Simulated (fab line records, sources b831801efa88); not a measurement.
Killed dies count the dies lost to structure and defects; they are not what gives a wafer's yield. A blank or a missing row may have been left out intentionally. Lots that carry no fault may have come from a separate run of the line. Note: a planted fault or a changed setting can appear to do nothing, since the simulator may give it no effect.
2 desks, one fault :: flow gf180mcu :: every desk sees just its own numbers, and what lay behind them comes last

== THE TOOL OWNER'S DESK: litho track-04 ==
The tool's own readings at GF_POLY_GATE_PEB_08 (peb time 90 s): means of the sampled wafers that have a number, for each lot that ran on this tool. If a lot's mean is further than 4 standard deviations from the usual mean, the lot is out of limits and carries the mark OUT (the distance appears in the brackets).
Columns: A = heater power total W at GF_POLY_GATE_PEB_08, usual 85.68 W
lot: L485
first seen here: day 9 12:29
A: 85.73

lot: L486
first seen here: day 9 17:43
A: 85.69

lot: L489
first seen here: day 10 18:27
A: 85.71

lot: L494
first seen here: day 12 01:22
A: 90.24 (+54) OUT

lot: L497
first seen here: day 13 02:15
A: 87.83 (+26) OUT
This desk's verdict: out of limits on L494, L497, starting with L494 at day 12 01:22 (heater power total W at GF_POLY_GATE_PEB_08). L485, L486, L489: within limits.

== METROLOGY DESK ==
Means of the sampled wafers that have a number, per lot and without regard to the tool the lot ran on: this is what the gauges read. If a lot's mean is further than 4 standard deviations from the usual mean, the lot is out of limits and carries the mark OUT (the distance appears in the brackets).
Columns: A = POLY_GATE_CVD_00_THK at GF_POLY_GATE_THK_MEAS_01, usual 200.7 nm; B = cd nm at GF_POLY_GATE_CD_MEAS_10, usual 280.1 nm
lot: L485
first seen here: day 8 19:21
A: 199.5
B: 279.1

lot: L486
first seen here: day 9 00:40
A: 198.6
B: 279.9

lot: L487
first seen here: day 9 07:50
A: 198.3
B: 281.1

lot: L488
first seen here: day 9 12:25
A: 202.0
B: 280.3

lot: L489
first seen here: day 10 00:27
A: 200.3
B: 278.5

lot: L490
first seen here: day 10 01:48
A: 200.5
B: 280.6

lot: L494
first seen here: day 11 06:30
A: 199.8
B: 283.1

lot: L496
first seen here: day 11 23:02
A: 203.2
B: 281.8

lot: L497
first seen here: day 12 06:40
A: 198.2
B: 282.5

lot: L498
first seen here: day 12 13:40
A: 198.6
B: 280.6

lot: L501
first seen here: day 13 09:17
A: 201.4
B: 278.6

lot: L502
first seen here: day 13 14:52
A: 201.4
B: 279.6

lot: L506
first seen here: day 14 23:19
A: 203.2
B: 280.4
This desk's finding: nothing out of limits on any of the 13 lots.

== ALL TOGETHER ==
An alarm could have come from the tool owner's desk at day 12 01:22, on L494, L497.
Metrology desk: nothing out of limits seen.
The metrology desk has L494, L497 on record, within its limits.
All the named lots went through GF_POLY_GATE_PEB_08 on litho track-04.

== WHAT THE SIMULATOR HAD INSERTED ==
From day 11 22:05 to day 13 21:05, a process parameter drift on litho track-04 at GF_POLY_GATE_PEB_08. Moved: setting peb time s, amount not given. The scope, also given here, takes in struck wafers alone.
Shown lots that were struck: L494, L497.
How many hours passed from the start of the fault until each desk's first out-of-limits reading: the tool owner's desk, 3.
